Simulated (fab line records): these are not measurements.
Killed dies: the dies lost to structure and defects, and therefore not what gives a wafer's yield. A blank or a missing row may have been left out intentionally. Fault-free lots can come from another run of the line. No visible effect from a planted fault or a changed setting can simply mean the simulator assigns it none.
Struck lot and sound lot, side by side :: flow sky130 :: 14 out of 708 route steps
Sound: these wafers, L389.1, L389.3, L389.4. The struck wafers were L396.2, L396.5, L396.6. At the end, the cause is stated.
At each step with rows: each side's tool, then ch and its chambers, then its first start. Under that, the readings that differ: sound wafers :: struck wafers :: difference of the means :: sigmas: that difference in standard deviations of wafers without a fault.
alike: words and numbers the same on both sides, and readings whose means are apart by under 2 such deviations; not compared: readings that were withheld, readings missing a value for some wafer, numbers with overlapping values and no deviation given by the record, and bounds like >300 which may hide the same value.
Wherever a step has rows on one side only, a row that says differs or no value, or a row with sigmas, the two part there. When numbers do not overlap yet have no deviation, they are printed without sigmas and do not part them. A reading missing from all wafers of one side parts the sides only when that side holds two or more wafers.

SKY_METAL5_SPUTTER_01: material TiN, target thk 20 nm, time 16.7 s.
  struck on pvdSputter-01, day 45 07:34; sound on pvdSputter-02, day 42 23:52
reading: throttleValvePct (%)
sound: 30.5 31.0 30.5
struck: 27.9 28.2 29.2
difference: -2.2
sigmas: -2
SKY_METAL5_SPUTTER_02: material AlCu, target thk 1150 nm, time 61.2 s.
  struck on pvdSputter-01, day 45 07:36; sound on pvdSputter-02, day 42 23:54
reading: throttleValvePct (%)
sound: 30.8 31.4 30.4
struck: 28.1 28.3 28.9
difference: -2.4
sigmas: -3
SKY_METAL5_SPUTTER_03: material Ti, target thk 5 nm, time 3.3 s.
  struck on pvdSputter-01, day 45 07:39; sound on pvdSputter-02, day 42 23:57
reading: throttleValvePct (%)
sound: 30.9 31.2 30.6
struck: 28.2 27.9 29.1
difference: -2.5
sigmas: -3
SKY_METAL5_SPUTTER_04: material TiN, target thk 70 nm, time 58.3 s.
  struck on pvdSputter-01, day 45 07:40; sound on pvdSputter-02, day 42 23:58
reading: throttleValvePct (%)
sound: 30.8 31.1 30.2
struck: 28.1 27.9 28.7
difference: -2.5
sigmas: -3
SKY_METAL5_RS_MEAS_05: a four-point-probe measurement.
  struck on filmMetro-04, day 45 07:44; sound on filmMetro-04, day 43 00:01
  alike: METAL5_ALCU_RS
SKY_METAL5_THK_MEAS_06: measures by xrf.
  struck on filmMetro-04, day 45 07:51; sound on filmMetro-04, day 43 00:08
  alike: METAL5_ALCU_THK
then, 6 steps without rows for these wafers: SKY_METAL5_DEHYDRATE_07 (time 60 s); SKY_METAL5_HMDS_08 (prime time 60 s); SKY_METAL5_COAT_09 (resist thk 1800 nm); SKY_METAL5_SOFTBAKE_10 (time 60 s); SKY_METAL5_EXPOSE_11 (exposes mask MM5, target cd 1600 nm); SKY_METAL5_PEB_12.
SKY_METAL5_DEVELOP_13: develop time 60 s.
  struck on lithoTrack-02, day 46 04:26; sound on lithoTrack-02 ch 0, day 43 22:37
  no value came back on the struck wafers for chillPlateTempC (C), developTimeS (s), exhaustPa (Pa); on the sound wafers chillPlateTempC (C) reads 23.08 23.15 23.06
SKY_METAL5_DESCUM_14: chemistry O2, time 11 s.
  sound on rieMetal-01 ch 0,1, day 43 22:46; struck on rieMetal-04 ch 0,1, day 46 04:34
  alike: drypumpMotorCurrentA, oesProductAu
  not compared: rfHoursCounterH

== WHERE THEY PART ==
Last at SKY_METAL5_DEVELOP_13 as far as this record goes, first at SKY_METAL5_SPUTTER_01. Later steps at which nothing parts them and some readings are alike: SKY_METAL5_DESCUM_14.

WHY: what had been put in by the simulator
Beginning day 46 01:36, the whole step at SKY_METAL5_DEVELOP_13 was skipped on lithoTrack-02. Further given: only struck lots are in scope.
